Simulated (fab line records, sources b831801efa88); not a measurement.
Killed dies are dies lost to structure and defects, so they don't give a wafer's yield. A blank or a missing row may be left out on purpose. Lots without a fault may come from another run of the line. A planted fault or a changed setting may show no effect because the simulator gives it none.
Which tool did it? | flow sky130 | 12 lots, 34 wafers sampled, at 2 steps of a route of 708

WHAT THE GAUGES READ, wafer by wafer
SKY_LI_CONTACT_BOW_MEAS_03. Usual: LI_CONTACT_BOW 56 um, standard deviation 7.1.
lot  | measured     | on            | LI_CONTACT_BOW (um) | flag
L996 | day 27 21:33 | film_metro-03 | 47 66 64            |
L997 | day 28 06:13 | film_metro-02 | 64 56 59            |
L998 | day 28 20:59 | film_metro-04 | 49 50 56            |
L999 | day 29 14:33 | film_metro-03 | 57 52 60            |
L102 | day 29 18:36 | film_metro-04 | 49 57 58            |
L103 | day 30 14:45 | film_metro-04 | 71 56 58            |
L108 | day 32 06:35 | film_metro-03 | 50 46               |
L110 | day 32 14:37 | film_metro-02 | 34 53               |
L113 | day 33 18:14 | film_metro-04 | 66 49 41            |
L116 | day 34 09:35 | film_metro-04 | 72 49 67            |
L118 | day 34 19:40 | film_metro-03 | 54 52 60            |
L119 | day 35 02:40 | film_metro-02 | 52 56 59            |

SKY_LI_CONTACT_RS_MEAS_22: measures by four-point-probe. Usual: LI_CONTACT_W_RS 0.2865 ohm/sq, standard deviation 0.0028.
lot  | measured     | on            | LI_CONTACT_W_RS (ohm/sq) | flag
L996 | day 29 03:20 | film_metro-03 | 0.2870 0.2880 0.2894     |
L997 | day 29 10:26 | film_metro-03 | 0.2863 0.2935 0.2901     |
L998 | day 30 01:55 | film_metro-03 | 0.2855 0.2812 0.2822     |
L999 | day 30 19:07 | film_metro-03 | 0.2807 0.2859 0.2852     |
L102 | day 30 23:12 | film_metro-04 | 0.2870 0.2831 0.2833     |
L103 | day 31 18:48 | film_metro-03 | 0.2811 0.2850 0.2848     |
L108 | day 33 10:54 | film_metro-04 | 0.2858 0.2883            |
L110 | day 33 18:29 | film_metro-02 | 0.2869 0.2874            |
L113 | day 34 21:13 | film_metro-04 | 0.2865 0.2824 0.2844     |
L116 | day 35 12:47 | film_metro-04 | 0.2948 0.2879 0.2894     |
L118 | day 35 22:25 | film_metro-04 | 0.2838 0.2856 0.2833     |
L119 | day 36 05:37 | film_metro-02 | 0.2866 0.2841 0.2818     |

WHICH TOOL RAN EACH LOT (tool, then ch and the chambers of the sampled wafers, then the start)
The record holds no process step before these readings.

WHAT THE TOOLS THEMSELVES READ (means of the sampled wafers that have a number; where no wafer has one, the mark that the record gives instead)
The record holds no such reading with a usual standard deviation.

THE ANSWER, worked out from the rows above alone
Rule: a lot is off if the mean of its wafers that have a number lies more than 3 standard deviations from the usual mean. A lot without any number at a reading at which 4 lots or more have one is off too. The other lots that the step has rows for count as sound. The gauges are gone through in route order, then the tools' own readings, and for those a lot's mean is taken as printed above. The first step at which some lot is off is used, and at that step the reading that is off furthest; a lot without a number counts as furthest.
No lot is off at any reading shown: from this, nothing can be told.

WHAT THE SIMULATOR HAD PUT IN
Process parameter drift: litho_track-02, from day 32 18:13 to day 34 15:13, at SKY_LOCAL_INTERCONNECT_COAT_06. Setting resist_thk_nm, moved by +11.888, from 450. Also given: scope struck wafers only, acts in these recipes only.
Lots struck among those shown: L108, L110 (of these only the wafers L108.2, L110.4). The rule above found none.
